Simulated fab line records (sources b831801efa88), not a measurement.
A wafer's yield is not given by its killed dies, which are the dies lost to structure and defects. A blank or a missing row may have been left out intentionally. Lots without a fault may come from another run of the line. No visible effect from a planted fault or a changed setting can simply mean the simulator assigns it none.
A struck lot beside a sound one | flow sky130 | 38 steps out of a route of 708
Sound: the wafers L825.1, L825.2, L825.3. The struck wafers were L836.2, L836.3, L836.4. Last of all comes the cause.
For every step that has rows: the tool of each side, followed by ch and its chambers, followed by its first start. Under that, the readings that differ: sound wafers | struck wafers | difference of the means | sigmas: that difference in standard deviations of wafers without a fault.
alike: words and numbers the same on both sides, and readings whose means are apart by under 2 such deviations; not compared: readings that were withheld, readings missing a value for some wafer, numbers with overlapping values and no deviation given by the record, and bounds like >300 which may hide the same value.
The two part at a step that has a row with sigmas, a row that says differs or no value, or rows on one side only. When numbers do not overlap yet have no deviation, they are printed without sigmas and do not part them. A reading missing from all wafers of one side parts the sides only when that side holds two or more wafers.

first, 9 steps without rows for these wafers: SKY_VIA3_SPUTTER_20 (material TiN, target thk 20 nm, time 80 s); SKY_VIA3_CVD_21 (deposits W, target thk 390 nm, time 117.31 s); SKY_VIA3_CMP_24 (polishes, stops on SiO2, t overpolish 20 s, target thk 0 nm); SKY_METAL4_SPUTTER_00 (material Ti, target thk 15 nm, time 10 s); SKY_METAL4_SPUTTER_01 (material TiN, target thk 20 nm, time 16.7 s); SKY_METAL4_SPUTTER_02 (material AlCu, target thk 735 nm, time 39.1 s); SKY_METAL4_SPUTTER_03 (material Ti, target thk 5 nm, time 3.3 s); SKY_METAL4_SPUTTER_04 (material TiN, target thk 70 nm, time 58.3 s); SKY_CAP2M_CVD_00 (deposits SiO2, target thk 15.5 nm).
SKY_CAP2M_SPUTTER_02: material TiN, target thk 200 nm, time 166.7 s.
  sound on pvd-sputter-01, day 42 23:25; struck on pvd-sputter-01, day 45 13:36
  reading                                   | sound                | struck               | difference | sigmas
  cathode-dc-power-W (W)                    | 6498.0 6502.2 6501.3 | 5915.7 5915.3 5916.8 | -584.6     | -99 or more
  model.TiN_of_CAP2M_SPUTTER_02.thk-nm (nm) | 198.4 199.5 198.4    | 184.1 185.2 184.2    | -14.3      |
  alike: throttle-valve-pct
SKY_CAP2M_RS_MEAS_03: a four-point-probe measurement.
  sound on film-metro-02, day 42 23:31; struck on film-metro-04, day 45 13:44
  reading               | sound          | struck         | difference | sigmas
  CAP2M_TIN_RS (ohm/sq) | 6.95 6.93 6.96 | 7.52 7.47 7.52 | +0.56      | +7
SKY_CAP2M_THK_MEAS_04: measures by xrf.
  sound on film-metro-02, day 42 23:38; struck on film-metro-04, day 45 13:50
  reading            | sound             | struck            | difference | sigmas
  CAP2M_TIN_THK (nm) | 198.8 200.2 199.5 | 186.9 187.8 186.7 | -12.4      | -5
then, 7 steps without rows for these wafers: SKY_CAP2M_DEHYDRATE_05 (time 60 s); SKY_CAP2M_HMDS_06 (prime time 60 s); SKY_CAP2M_COAT_07 (resist thk 1140 nm); SKY_CAP2M_SOFTBAKE_08 (time 60 s); SKY_CAP2M_EXPOSE_09 (exposes mask CAP2M, target cd 1000 nm); SKY_CAP2M_PEB_10; SKY_CAP2M_DEVELOP_11 (develop time 60 s).
SKY_CAP2M_METAL_ETCH_13: etches TiN in Cl2/BCl3, stops on SiO2, target depth 220 nm, time 62.9 s.
  sound on rie-metal-02 ch 0,1, day 43 23:38; struck on rie-metal-03 ch 0,1, day 46 11:44
  reading                | sound                | struck               | difference | sigmas
  oes-product-au (a.u.)  | 0.945 0.944 0.934    | 0.888 0.904 0.902    | -0.043     | -6
  throttle-valve-pct (%) | 21.897 21.899 21.907 | 21.929 21.938 21.928 | +0.031     | +3
  alike: bcl3-flow-sccm, chamber-pressure-mTorr, drypump-motor-current-A, he-backside-leak-sccm
  not compared: rf-hours-counter-h
then, 16 steps without rows for these wafers: SKY_CAP2M_STRIP_14 (strips in O2/N2); SKY_CAP2M_STRIP_15 (strips in post etch residue remover, time 1200 s); SKY_CAP2M_CLEAN_16 (cleans in IPA, time 180 s); SKY_CAP2M_CLEAN_17 (cleans in O3/DIW); SKY_METAL4_DEHYDRATE_05 (time 60 s); SKY_METAL4_HMDS_06 (prime time 60 s); SKY_METAL4_COAT_07 (resist thk 60 nm); SKY_METAL4_COAT_08 (resist thk 1140 nm); SKY_METAL4_SOFTBAKE_09 (time 90 s); SKY_METAL4_EXPOSE_10 (exposes mask MM4, target cd 300 nm); SKY_METAL4_PEB_11; SKY_METAL4_DEVELOP_12 (develop time 60 s); SKY_METAL4_DESCUM_15 (chemistry O2, time 8 s); SKY_METAL4_ETCH_16 (etches BARC in N2/H2, stops on SiO2, time 88.2 s, target depth 60 nm); SKY_METAL4_ETCH_17 (etches SiO2 in C4F8/O2/Ar, stops on TiN, time 3.9 s, target depth 15 nm); SKY_METAL4_METAL_ETCH_18 (etches the open film in Cl2/BCl3, stops on SiO2, target depth 845 nm, time 183.1 s).
SKY_METAL4_STRIP_20: strips in post etch residue remover, time 1200 s.
  sound on wet-bench-01 ch 2, day 45 00:00; struck on wet-bench-01 ch 3, day 47 10:20
  reading                                   | sound             | struck            | difference | sigmas
  model.TiN_of_CAP2M_SPUTTER_02.thk-nm (nm) | 197.6 198.6 197.6 | 183.3 184.4 183.4 | -14.2      |
-- the record jumps here: 3 days lie between the struck wafers' starts before and after (it left off in module METAL4 and takes up again in module PAD_OPEN, whose first step shown is number 708 of the route) --
SKY_PAD_OPEN_PROBE_99:
  sound on prober-02, day 48 20:48; struck on prober-01, day 50 22:00
  reading                               | sound                | struck               | difference | sigmas
  model.etest.cap-mim2.plate-ohm-sq     | 6.015 6.006 6.114    | 6.458 6.415 6.502    | +0.413     |
  model.etest.cap-mim2.leak-log10-a-cm2 | -8.986 -9.036 -8.974 | -8.924 -8.767 -8.888 | +0.139     |
  alike: defect-limited-yield, killed_at_M0_to_M3, killed_at_M4_up, killed-at-contacts, killed-at-front-end, killed-at-other, killed-dies, killed-open, killed-short, sort_bin_3_pad_short, sort_bin_5_function, sort_bin_6_memory, sort-n-pass, sort-yield-pct

## WHERE THEY PART
Earliest at SKY_CAP2M_SPUTTER_02; latest, in this record, at SKY_CAP2M_METAL_ETCH_13. Later steps at which nothing parts them and some readings are alike: SKY_PAD_OPEN_PROBE_99.

WHY: whatever the simulator had introduced
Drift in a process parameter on pvd-sputter-01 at SKY_CAP2M_SPUTTER_02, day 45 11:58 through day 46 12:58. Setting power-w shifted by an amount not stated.
